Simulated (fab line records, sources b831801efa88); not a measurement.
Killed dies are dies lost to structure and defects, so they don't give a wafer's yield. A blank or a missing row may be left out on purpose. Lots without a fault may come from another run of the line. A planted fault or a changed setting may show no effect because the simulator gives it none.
Problem report in the 8D (eight disciplines) form, filled by code | flow gf180mcu | the parts of the form that need people (team, actions taken, sign-off) are left out

1. THE PROBLEM
strip_time_to_endpoint_s at GF_LVPWELL_STRIP_10 reads a mean of 44.94 s on 3 wafers of 3 lots; wafers without a fault read 36.94 s with a standard deviation of 0.1. That is +80 standard deviations from the usual mean.
The step: strips in O2/N2.
First seen on wafer L279.4, day 5 21:54, on plasma_asher-02. The record holds 38 wafers of 13 lots with a number at this step. Rule for "out", or "out of limits": more than 4 standard deviations from the usual mean. The other wafers with a number count as sound.

2. WHAT IT IS AND WHAT IT IS NOT
question                    | is                               | is not
which readings at this step | strip_time_to_endpoint_s         | drypump_motor_current_A, heater_power_w, o2_flow_sccm, oes_product_au
which lots                  | L279, L284, L285                 | L271, L272, L274, L275, L276, L277, L278, L290, L292, L294
which wafers of those lots  | L279.4, L284.2, L285.2           | L279.3, L279.5, L284.3, L284.5, L285.5
read on which tools         | plasma_asher-02, plasma_asher-04 | plasma_asher-01
when                        | from day 5 21:54                 | up to then (23 sound wafers); but 12 sound wafers of L284, L285, L290, L292, L294 came after

3. SUSPECTS, AND WHAT RULES EACH OUT
Counting: a tool at a process step up to the reading stays a suspect if it ran every lot that is out. Sound lots after the first of them don't rule it out here, since some wafers of a struck lot are sound.
- litho_track-01 at GF_LVPWELL_COAT_02 (resist thk 3000 nm): kept. It ran every lot that is out, first L279 (day 5 14:41); its last sound lot up to then is L278 (day 5 07:23).
Left after counting: litho_track-01 at GF_LVPWELL_COAT_02.

4. THE CAUSE (what the simulator had put in)
Process parameter drift: litho_track-01, from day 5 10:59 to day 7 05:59, at GF_LVPWELL_COAT_02. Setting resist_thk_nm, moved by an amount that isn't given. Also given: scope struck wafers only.
Counting left only this tool.

5. THE CHAIN OF EFFECTS, in route order
Each row: a reading whose mean over the struck wafers that have a number lies more than 3 standard deviations from the usual. Only readings for which the record gives a usual standard deviation are gone through. hours: the time from each lot's start at the first step in this table that gives one to its start at this step, as a median over the lots. sigmas: the change in usual standard deviations.
hours | step                | reading                  | usual   | on struck wafers | change | sigmas
0     | GF_LVPWELL_STRIP_10 | strip_time_to_endpoint_s | 36.94 s | 44.94            | +8.00  | +80
The process steps in it:
- GF_LVPWELL_STRIP_10: strips in O2/N2.
Later measuring or inspecting steps at which every struck wafer that the step has a row for has a number for every such reading, and none has moved that far: GF_VT_IMPLANT_OVL_MEAS_07, GF_POLY_GATE_THK_MEAS_01.

6. WHAT WOULD HAVE CAUGHT IT SOONER
In this record the first reading out of limits was taken at day 5 21:54, 11 hours after the fault began at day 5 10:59.
Of the lots that are out (3), L284, L285 began GF_LVPWELL_COAT_02 on litho_track-01 after day 5 21:54. A hold on the tool at that time would have spared those 2.
